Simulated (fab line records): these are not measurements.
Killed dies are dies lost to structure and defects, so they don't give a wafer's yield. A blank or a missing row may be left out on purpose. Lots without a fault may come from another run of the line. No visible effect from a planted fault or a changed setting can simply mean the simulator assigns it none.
What tool caused it? | flow gf180mcu | Sampling: 12 lots, 36 wafers, 2 of 602 route steps

## WHAT EACH GAUGE READ, for each wafer
GF_M2_OVL_MEAS_15.
lot  | measured     | on         | M2_OVL (nm)
L075 | day 20 04:59 | overlay-01 | 4 -2 0
L077 | day 20 10:29 | overlay-01 | 6 2 2
L079 | day 21 15:01 | overlay-02 | 4 -10 10
L080 | day 22 02:47 | overlay-01 | 6 8 7
L083 | day 22 19:14 | overlay-01 | 9 11 8
L085 | day 23 07:15 | overlay-02 | 5 5 10
L087 | day 23 21:24 | overlay-01 | -4 -5 0
L089 | day 24 13:32 | overlay-01 | 9 0 8
L091 | day 25 08:32 | overlay-02 | -15 -10 7
L093 | day 25 16:49 | overlay-02 | 2 6 5
L095 | day 26 12:40 | overlay-01 | 6 7 0
L097 | day 26 19:02 | overlay-02 | 12 11 2

## EACH LOT AND THE TOOL THAT RAN IT (in order: tool; ch and the chambers of the sampled wafers; start)
lot  | GF_PSD_STRIP_10
L075 | plasma asher-01 ch 0,1, day 15 02:46
L077 | plasma asher-03 ch 0,1, day 15 08:08
L079 | plasma asher-01 ch 0,1, day 16 10:53
L080 | plasma asher-01 ch 0,1, day 16 21:32
L083 | plasma asher-02 ch 0, day 17 14:26
L085 | plasma asher-01 ch 0,1, day 18 03:22
L087 | plasma asher-02 ch 0,1, day 18 18:01
L089 | plasma asher-02 ch 0,1, day 19 10:56
L091 | plasma asher-02 ch 0,1, day 20 07:46
L093 | plasma asher-01 ch 0,1, day 20 17:31
L095 | plasma asher-01 ch 0,1, day 21 15:43
L097 | plasma asher-02 ch 0,1, day 22 00:26
- GF_PSD_STRIP_10: strips in O2/N2.

## THE ANSWER, worked out from the rows above alone
Rule: the lots themselves supply what counts as usual. The widest of any qualifying gaps counts: lots, ordered by their means at a reading, are off when they make up no more than a third of the lots, leave a main group of 4 or more, and stand apart from it by 3 or more times the standard deviation of that group's means. The tables above print the reading to a certain number of digits; a main group whose means all agree to those digits is not used. Also off: a lot with no number at a reading for which 4 or more lots have one. All remaining lots with rows at the step are treated as sound.
None of the lots is off at any reading shown; this tells nothing.

## WHAT THE SIMULATOR PUT IN
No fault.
